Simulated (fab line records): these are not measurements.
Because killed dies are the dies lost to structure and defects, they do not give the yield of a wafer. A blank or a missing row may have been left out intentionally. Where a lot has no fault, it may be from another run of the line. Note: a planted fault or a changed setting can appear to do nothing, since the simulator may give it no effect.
Which tool did it? + flow sky130 + 13 lots with 39 wafers sampled at 3 steps, on a route of 708 steps

== WHAT THE GAUGES READ, wafer by wafer ==
SKY_VT_ADJUST_HVTR_OVL_MEAS_08.
| lot  | measured     | on         | VT_ADJUST_HVTR_OVL (nm) |
|------|--------------|------------|-------------------------|
| L195 | day 9 21:35  | overlay-01 | 0.7 0.2 0.8             |
| L196 | day 10 06:28 | overlay-02 | -1.3 -1.8 -3.0          |
| L197 | day 11 03:56 | overlay-01 | 0.8 1.0 1.2             |
| L198 | day 11 05:59 | overlay-01 | -0.7 -1.1 0.3           |
| L200 | day 11 14:02 | overlay-02 | -0.2 1.3 -0.6           |
| L201 | day 11 22:02 | overlay-01 | 0.1 0.5 0.6             |
| L202 | day 12 06:50 | overlay-02 | 0.2 0.6 -0.5            |
| L205 | day 13 00:49 | overlay-01 | 1.6 2.6 1.2             |
| L206 | day 13 08:20 | overlay-01 | -1.0 -1.7 -1.1          |
| L208 | day 13 22:51 | overlay-01 | 0.7 0.5 1.1             |
| L213 | day 15 12:23 | overlay-02 | 2.2 -0.2 1.5            |
| L214 | day 16 07:50 | overlay-01 | 0.8 -1.6 0.2            |
| L215 | day 16 09:56 | overlay-02 | 1.7 1.4 -0.2            |

SKY_POLY_GATE_THK_MEAS_21.
| lot  | measured     | on            | POLY_GATE_OXIDATION_THK (nm) |
|------|--------------|---------------|------------------------------|
| L195 | day 16 22:16 | film_metro-04 | 3.91 4.03 4.03               |
| L196 | day 17 07:37 | film_metro-04 | 3.97 3.92 3.98               |
| L197 | day 18 13:49 | film_metro-02 | 4.01 3.96 3.92               |
| L198 | day 18 20:18 | film_metro-02 | 3.99 4.05 3.98               |
| L200 | day 19 02:25 | film_metro-02 | 4.04 4.05 4.00               |
| L201 | day 19 07:41 | film_metro-02 | 3.91 4.05 4.03               |
| L202 | day 19 23:45 | film_metro-04 | 3.96 3.86 4.05               |
| L205 | day 20 23:32 | film_metro-01 | 6.67 6.58 6.57               |
| L206 | day 21 04:13 | film_metro-04 | 4.03 3.95 4.02               |
| L208 | day 22 01:28 | film_metro-04 | 6.57 6.63 6.56               |
| L213 | day 23 14:44 | film_metro-04 | 4.05 4.01 4.02               |
| L214 | day 24 13:41 | film_metro-04 | 4.14 4.10 4.03               |
| L215 | day 24 20:23 | film_metro-04 | 4.02 4.04 4.01               |

== WHAT TOOL EACH LOT RAN ON (gives the tool, then ch and the chambers of the sampled wafers, and finally the start) ==
| lot  | SKY_POLY_GATE_OXIDATION_20                                      |
|------|-----------------------------------------------------------------|
| L195 | furnace-01 ch 0, day 16 21:01                                   |
| L196 | furnace-02 ch 0, day 17 06:22                                   |
| L197 | furnace-01 ch 0, day 18 12:34                                   |
| L198 | furnace-02 ch 0, day 18 19:03                                   |
| L200 | furnace-01 ch 0, day 19 01:10                                   |
| L201 | furnace-02 ch 0, day 19 06:26                                   |
| L202 | furnace-01 ch 0, day 19 22:29                                   |
| L205 | furnace-01 ch 0, day 20 20:52                                   |
| L206 | furnace-02 ch 0, day 21 02:58                                   |
| L208 | furnace-02 ch 0, day 21 21:47 and furnace-01 ch 0, day 22 00:06 |
| L213 | furnace-02 ch 0, day 23 13:26                                   |
| L214 | furnace-02 ch 0, day 24 12:26                                   |
| L215 | furnace-02 ch 0, day 24 19:08                                   |
- SKY_POLY_GATE_OXIDATION_20: stabilise 600 s, purge 300 s, target thk 4 nm.

== AS READ BY THE TOOLS THEMSELVES (means over the sampled wafers that have a number; for cases with no such wafer, the mark the record gives instead) ==
SKY_POLY_GATE_OXIDATION_20.
| lot  | tool                  | spike_tc_bottom_C (C) | zone_power_lower_pct (%) |
|------|-----------------------|-----------------------|--------------------------|
| L195 | furnace-01            | 873                   | 16.3                     |
| L196 | furnace-02            | 867                   | 15.1                     |
| L197 | furnace-01            | 873                   | 16.3                     |
| L198 | furnace-02            | 866                   | 15.1                     |
| L200 | furnace-01            | 874                   | 16.4                     |
| L201 | furnace-02            | 866                   | 15.0                     |
| L202 | furnace-01            | 873                   | 16.4                     |
| L205 | furnace-01            | 873                   | 16.2                     |
| L206 | furnace-02            | 865                   | 15.1                     |
| L208 | furnace-02/furnace-01 | 870                   | 15.7                     |
| L213 | furnace-02            | 867                   | 15.1                     |
| L214 | furnace-02            | 866                   | 15.0                     |
| L215 | furnace-02            | 866                   | 15.1                     |

== THE ANSWER, worked out from the rows above alone ==
Rule: the lots themselves supply what counts as usual. Put in order of their means at a reading, lots are off if they are a third of the lots or fewer, leave a main group of 4 or more, and stand apart from it by a gap of 3 or more times the standard deviation of the main group's means; of several such gaps the widest counts. A main group whose means are all the same, to the digits that the tables above print for the reading, isn't used. A lot without any number at a reading at which 4 lots or more have one is off too. Where the step has rows for the other lots, those lots are counted as sound. First the gauges in route order, then the tools' own readings, where a lot's mean is used as printed above. At the first step where some lot is off, the reading lying furthest off is the one used; lots without a number count as furthest.
Off: L205, L208, at SKY_POLY_GATE_THK_MEAS_21 (POLY_GATE_OXIDATION_THK). For the main group the mean is 4.00 nm and the standard deviation 0.037.
A tool fits if, at a process step before that reading, it ran every lot that is off, and no sound lot after the first of them. The gauges at SKY_POLY_GATE_THK_MEAS_21 are tried like those tools. One fits: SKY_POLY_GATE_OXIDATION_20 on furnace-01. Its last sound lot is L202 (day 19 22:29), its first lot that is off L205 (day 20 20:52): a fault that began between those two fits.

== WHAT THE SIMULATOR PUT IN ==
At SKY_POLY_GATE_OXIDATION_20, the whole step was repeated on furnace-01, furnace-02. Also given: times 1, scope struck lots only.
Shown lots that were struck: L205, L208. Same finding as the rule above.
